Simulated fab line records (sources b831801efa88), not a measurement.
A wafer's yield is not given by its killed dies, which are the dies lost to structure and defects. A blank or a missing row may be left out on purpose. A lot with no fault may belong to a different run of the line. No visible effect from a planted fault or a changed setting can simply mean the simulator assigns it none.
fab line records -- flow sky130
record lots=4, wafers=12, lastDay=49
route steps=708 shown LI_CONTACT@364 LOCAL_INTERCONNECT@387 PAD_OPEN@708
lots untouched by any fault: they come from a run of this same line in which no faults occurred
startH: hours from the record's opening day to when the first of the lot's shown wafers began -- waitH: hours since the lot's step before -- " identical to the entry in the row above -- L1.1+2: several wafers, shown together as one row -- - value missing, or start not given -- * or withheld: withheld -- < > ~ a bound
route shown NAME@n: names a module that has steps shown in the file, with the first one's number in the route -- usual: mean/standard deviation of fault-free wafers -- same: alike in all rows -- chamber/n: place in a boat -- sites: the reading at each site -- _std_site: their standard deviation -- _edge_site: the outer-site mean with the inner-site mean subtracted -- radiusMm: for every site, how far away it sits from the centre of the wafer -- mask NAME#n: copy n -- behind: the tool/chamber that last shaped the wafer -- hold: why the lot was held/for how many hours/how that ended -- device: the transistor (n, p or np) that didn't switch -- end of line: tests run on the same wafers once the route is complete -- for a step that has no rows: nothing shown but its recipe -- killed: dies lost to structure and defects at the first sort, not the wafer's yield -- map: per-die view of a wafer (x killed, . not killed, _ where there is no die)
set.NAME: the setting as run; set.NAME@STEP: as run at that earlier step -- model.NAME: the simulator's own value behind a step, which no gauge read
certain route steps with their lots: each step a table, each wafer a row
services: when a tool's chamber went out of use (startH, in hours from the record's first day, below 0 if earlier), for how many hours, and the reason
## steps
# step SKY_LI_CONTACT_CMP_02
# recipe material=PSG, downForcePsi=4, platenRpm=60, padVelocityMS=0.94248
# step SKY_LI_CONTACT_DEHYDRATE_04
# recipe tempC=200, timeS=60
# step SKY_LI_CONTACT_HMDS_05
# recipe primeTimeS=60, primeTempC=120
# step SKY_LI_CONTACT_COAT_06
# recipe resist=BARC, tempC=withheld, timeS=withheld, spinRpm=3000, resistThkNm=60
# step SKY_LI_CONTACT_COAT_07
# recipe resist=KrF-thick, spinRpm=3000, resistThkNm=450
# step SKY_LI_CONTACT_SOFTBAKE_08
# recipe tempC=100, timeS=90, resist=KrF-thick
# step SKY_LI_CONTACT_EXPOSE_09
# recipe maskId=LICM1, na=0.8, sourceShape=annular, sigmaInner=0.55, sigmaOuter=0.85, targetCdNm=170, doseMj=38
# step SKY_LI_CONTACT_PEB_10
# recipe pebTempC=withheld, pebTimeS=withheld, resist=KrF-thick
# step SKY_LI_CONTACT_DEVELOP_11
# recipe developTimeS=60, resist=KrF-thick, devTempC=21
# step SKY_LI_CONTACT_ETCH_14
# recipe chemistry=N2/H2, target=BARC, ionEnergyEv=200, sourceW=500, biasW=100, pressureMtorr=30, n2FlowSccm=100, h2FlowSccm=200, stopOn=SiO2, timeS=45.9, targetDepthA=600
# usual drypumpMotorCurrentA=6.0/0.55, h2FlowSccm=199.9/0.66, oesProductAu=0.855/0.0048, throttleValvePct=13.224/0.0088
lot.wafer,tool,chamber,startH,waitH,drypumpMotorCurrentA,h2FlowSccm,oesProductAu,rfHoursCounterH,throttleValvePct
L248.1,rieDiel-01,1,739.05,0.0,5.8,199.4,0.861,19,13.235
L248.2,rieDiel-01,3,739.05,0.0,5.9,199.9,0.859,8,13.226
L248.5,rieDiel-01,1,739.05,0.0,5.8,199.4,0.865,-,13.227
L253.2,rieDiel-02,1,790.38,0.0,4.9,199.7,0.850,4,13.220
L253.3,rieDiel-02,0,790.38,0.0,5.0,200.7,0.848,10,13.236
L253.4,rieDiel-02,2,790.38,0.0,6.2,199.3,0.850,1,13.197
L257.1,rieDiel-01,3,809.88,0.0,6.0,199.5,0.857,10,13.214
L257.4,rieDiel-01,2,809.88,0.0,6.4,199.4,0.854,13,13.228
L257.6,rieDiel-01,1,809.88,0.0,5.8,198.8,0.861,-,13.203
L259.1,rieDiel-01,1,821.50,0.0,5.8,199.3,0.859,22,13.231
L259.5,rieDiel-01,3,821.50,0.0,5.9,199.5,0.856,-,13.218
L259.6,rieDiel-01,0,821.50,0.0,6.7,199.3,0.851,-,13.241
# step SKY_LI_CONTACT_ETCH_15
# recipe target=PSG, chemistry=C4F8/O2/Ar, stopOn=Si, taperDeg=4.15, maskMaterial=KrF-thick, sourceW=1500, biasW=1200, pressureMtorr=40, c4f8FlowSccm=withheld, O2_flow_sccm=6, Ar_flow_sccm=300, timeS=withheld, targetDepthA=6000
# step SKY_LI_CONTACT_STRIP_16
# recipe chemistry=O2/N2, powerW=1400, pressureMtorr=1500, platenTempC=withheld, o2FlowSccm=3000, n2FlowSccm=300, overashFraction=0.5
# step SKY_LI_CONTACT_CLEAN_17
# recipe chemistry=NMP, timeS=600, tempC=60, dry=n2Spin
# step SKY_LI_CONTACT_PRE_CLEAN_18
# recipe gas=Ar, timeS=5.6, biasV=358
# step SKY_LI_CONTACT_SPUTTER_19
# recipe material=Ti, targetThkNm=20, chamberPressurePa=5, powerW=2500, substrateTempC=200, timeS=106.37
# step SKY_LI_CONTACT_SPUTTER_20
# recipe material=TiN, targetThkNm=20, chamberPressurePa=5, powerW=4000, timeS=80
# step SKY_LI_CONTACT_CVD_21
# recipe material=W, targetThkNm=400, timeS=120.56, tempC=400, pressureTorr=40
# step SKY_LI_CONTACT_CMP_24
# recipe stopOn=PSG, tOverpolishS=20, downForcePsi=3.5, platenRpm=60, targetThkNm=0, padVelocityMS=0.94248
# step SKY_LOCAL_INTERCONNECT_SPUTTER_00
# recipe material=TiN, targetThkNm=100, tempC=300, powerW=6500, timeS=83.3, chamberPressurePa=0.4
# step SKY_LOCAL_INTERCONNECT_DEHYDRATE_03
# recipe tempC=200, timeS=60
# step SKY_LOCAL_INTERCONNECT_HMDS_04
# recipe primeTimeS=60, primeTempC=120
# step SKY_LOCAL_INTERCONNECT_COAT_05
# recipe resist=BARC, tempC=withheld, timeS=withheld, spinRpm=3000, resistThkNm=60
# step SKY_LOCAL_INTERCONNECT_COAT_06
# recipe resist=KrF-thick, spinRpm=3000, resistThkNm=450
# step SKY_LOCAL_INTERCONNECT_SOFTBAKE_07
# recipe tempC=100, timeS=90, resist=KrF-thick
# step SKY_LOCAL_INTERCONNECT_EXPOSE_08
# recipe maskId=LI1M, na=0.8, sourceShape=annular, sigmaInner=0.55, sigmaOuter=0.85, targetCdNm=170, doseMj=28
# step SKY_LOCAL_INTERCONNECT_PEB_09
# recipe pebTempC=withheld, pebTimeS=withheld, resist=KrF-thick
# step SKY_LOCAL_INTERCONNECT_DEVELOP_10
# recipe developTimeS=60, resist=KrF-thick, devTempC=21
# step SKY_LOCAL_INTERCONNECT_ETCH_13
# recipe chemistry=N2/H2, target=BARC, ionEnergyEv=200, biasW=100, pressureMtorr=30, n2FlowSccm=100, h2FlowSccm=200, icpW=500, stopOn=SiO2, timeS=45.9, targetDepthA=600
# step SKY_LOCAL_INTERCONNECT_METAL_ETCH_14
# recipe targetDepthNm=110, stopOn=PSG, chemistry=Cl2/BCl3, target=TiN, resistSidewallDeg=88, pressureMtorr=10, icpW=900, biasW=48.5, Cl2_flow_sccm=60, bcl3FlowSccm=30, timeS=31.4
# step SKY_LOCAL_INTERCONNECT_STRIP_15
# recipe chemistry=O2/N2, powerW=1400, pressureMtorr=1500, platenTempC=withheld, o2FlowSccm=3000, n2FlowSccm=300, overashFraction=0.5
# step SKY_LOCAL_INTERCONNECT_STRIP_16
# recipe chemistry=postEtchResidueRemover, timeS=1200, tempC=72.5
# step SKY_LOCAL_INTERCONNECT_CLEAN_17
# recipe chemistry=IPA, timeS=180, tempC=25
# step SKY_LOCAL_INTERCONNECT_CLEAN_18
# recipe chemistry=O3/DIW, dry=n2Spin
# step SKY_PAD_OPEN_PROBE_99
# usual killed_at_M0_to_M3=43/7.3, killed_at_M4_up=3.2/1.9, killedAtContacts=25/5.4, killedAtFrontEnd=16/4.4, killedAtOther=0.4/0.66, killedDies=87/11, killedOpen=48/7.9, killedShort=39/6.5
# same grossDies=492, killedAtBackSide=0
lot.wafer,tool,chamber,startH,waitH,killed_at_M0_to_M3,killed_at_M4_up,killedAtContacts,killedAtFrontEnd,killedAtOther,killedDies,killedOpen,killedShort
L257.1,prober-01,-,1178.44,0.1,42,4,18,20,1,85,48,37
L257.4,prober-01,-,1178.59,0.2,49,0,27,17,0,93,50,43
L257.6,prober-01,-,1178.69,0.2,40,2,78,20,0,140,44,42
L259.1,prober-01,-,1185.49,0.1,44,3,78,12,0,137,49,35
# killed by level:class
L257.1 VIA1:geometricParticle:open=15 CONTACT:geometricParticle:open=9 METAL1:geometricParticle:short=8 FIELD_ISO:geometricParticle:short=6 FIELD_ISO:geometricParticle:open=5 METAL2:geometricParticle:short=5 LI_CONTACT:geometricParticle:open=5 VIA1:geometricParticle:short=5
L257.4 CONTACT:geometricParticle:open=14 VIA1:geometricParticle:open=10 VIA2:geometricParticle:open=10 LOCAL_INTERCONNECT:geometricParticle:short=6 VIA3:geometricParticle:short=5 VIA2:geometricParticle:short=5 METAL3:geometricParticle:short=5 VIA3:geometricParticle:open=5
L257.6 LI_CONTACT:unspecified=54 VIA1:geometricParticle:open=9 LI_CONTACT:geometricParticle:open=9 CONTACT:geometricParticle:open=7 METAL1:geometricParticle:short=7 FIELD_ISO:geometricParticle:open=5 VIA1:geometricParticle:short=5 POLY_GATE:geometricParticle:short=4
L259.1 LI_CONTACT:unspecified=53 VIA1:geometricParticle:open=12 CONTACT:geometricParticle:open=10 METAL1:geometricParticle:short=8 METAL2:geometricParticle:short=7 VIA2:geometricParticle:open=5 FIELD_ISO:geometricParticle:short=4 METAL1:geometricParticle:open=4
# map L257.6 (x killed, . not)
__________x...x.xx.._________
________x...x....x...x_______
______....x......xx..x.._____
_____..x....x............____
____....x......x..........___
___...........xx........xx.__
__............x......x.xxxxx_
_.x...x..x.xx..........xxxxxx
_..x..xx...........x..xxxxxxx
_..x...x......x.......xxxxxxx
_xx...xxx..........xxxxxxxxxx
_.xxx...x...x.x.x...xxxxxxxxx
_x.....x....x.x....x.xxxxxxxx
_.........x...........xxxx.xx
_.x..........xx..x......xxxxx
__x...............x.x......._
___x...x..x.xx...........xx__
____....x............x....___
_____.....x....x..x......____
______..x....x.x........_____
________.......x.x.x.._______
__________.........._________
# map L259.1 (x killed, . not)
__________.x........_________
________.......x.xxxx._______
______.............x...._____
_____..x..........xx..x.x____
____....x.........x...x...___
___......xx....x..........x__
__............x.x....x..x.xx_
_..x.x.x.x.xx.......x.x.xxxxx
_x........x...x.....x..xxxxxx
_...xx....x..x.......xxxxxxxx
_..........x......x...xxxxxxx
_..x.xx...............xxxxxxx
_.......xx..x.x.x.....xxxxxxx
_x..xx............xx..x.xxxxx
_....x........x..xx....xxx...
__.....x..x..x........x.x.x._
___....x.x.................__
____.x.x.....x.x..x.......___
_____...x......x.....x.x.____
______.x.......xx..x.x.._____
________........x..xx._______
__________....x..xx._________
## services
tool,chamber,startH,hours,kind
rieDiel-01,0,735.63,-,clean
rieDiel-01,0,735.63,14.7,scheduledDown
rieDiel-01,0,735.63,14.7,ventCycle
rieDiel-02,2,747.58,-,clean
rieDiel-02,2,747.58,27.5,scheduledDown
rieDiel-02,2,747.58,27.5,ventCycle
rieDiel-01,3,755.92,11.7,repair
rieDiel-02,0,770.72,1.8,repair
rieDiel-01,2,771.81,16.7,repair
rieDiel-02,0,820.93,12.0,repair
## key
firstSign step=SKY_PAD_OPEN_PROBE_99, reading=killedAtContacts, direction=up, sigmas=9.9, usual=25, struck=78
effect step=SKY_PAD_OPEN_PROBE_99, reading=killedDies, direction=up, sigmas=4.7, usual=87, struck=138
metAt SKY_LI_CONTACT_ETCH_14
struckWafers L257.6,L259.1
testerLeftOut L257,L259
onsetBetween 739.05 809.88
fault kind=chamberParticleSource, tool=rieDiel-01, chamber=1, onsetH=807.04, steps=SKY_LI_CONTACT_ETCH_14, ratePerVisitCm2=2.2295, endH=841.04
# testerLeftOut: of these lots the tester's yield and bins aren't shown, on N5 and GAA mostly nor the transistor test; their killed dies are dies lost to structure and defects alone, not to doping, threshold or leakage, so they don't give the yield
